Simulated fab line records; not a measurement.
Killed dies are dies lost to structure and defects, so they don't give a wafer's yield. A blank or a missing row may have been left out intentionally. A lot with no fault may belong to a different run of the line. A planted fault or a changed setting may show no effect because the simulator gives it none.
Chamber matching -- flow gf180mcu -- GF_PASSIVATION_CVD_00 on pecvd-04: 3 sister chambers
The step deposits SiO2 from TEOS, target thk 1000 nm, time 111.95 s. 14 wafers are shown with their chamber, then 6 later ones without.

== WAFERS PAIRED WITH THEIR CHAMBERS ==
wafer,chamber,heater power w (W)
L859.2,2,696
L859.3,0,678
L859.5,1,674
L862.3,0,685
L862.5,0,740
L862.6,2,764
L867.1,2,806
L867.4,0,717
L867.5,2,645
L868.3,2,781
L868.4,1,666
L868.5,2,795
L869.4,2,785
L869.5,0,738

SIGNATURES (means of the wafers above)
reading,chamber 0,chamber 1,chamber 2,scatter within a chamber
heater power w,711.60,670.00,753.14,47.5
Rule: for a wafer and a chamber, the distance is found by dividing, reading by reading, the gap between the wafer's reading and the chamber's mean by the reading's scatter, squaring, summing and taking the root. If the next closest chamber is less than 2 further off than the closest, the wafer can't be placed; otherwise it belongs to the closest. The scatter: take each reading less its chamber's mean, square it, sum over the shown wafers, divide by the number of wafers less the number of chambers, and take the root.

== WAFERS WITH NO CHAMBER GIVEN ==
wafer,heater power w (W)
L869.6,668
L877.3,811
L877.6,536
L879.2,776
L879.3,744
L879.4,792

== WHICH CHAMBER EACH WENT THROUGH ==
wafer,from the rows above,in truth
L869.6,can't be placed: 1 or 0 or 2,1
L877.3,can't be placed: 2 or 0 or 1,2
L877.6,can't be placed: 1 or 0 or 2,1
L879.2,can't be placed: 2 or 0 or 1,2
L879.3,can't be placed: 2 or 0 or 1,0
L879.4,can't be placed: 2 or 0 or 1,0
0 of 6 placed correctly. These rows do not allow placing 6 (true chamber among the candidates in 6). Placed wrongly: 0.
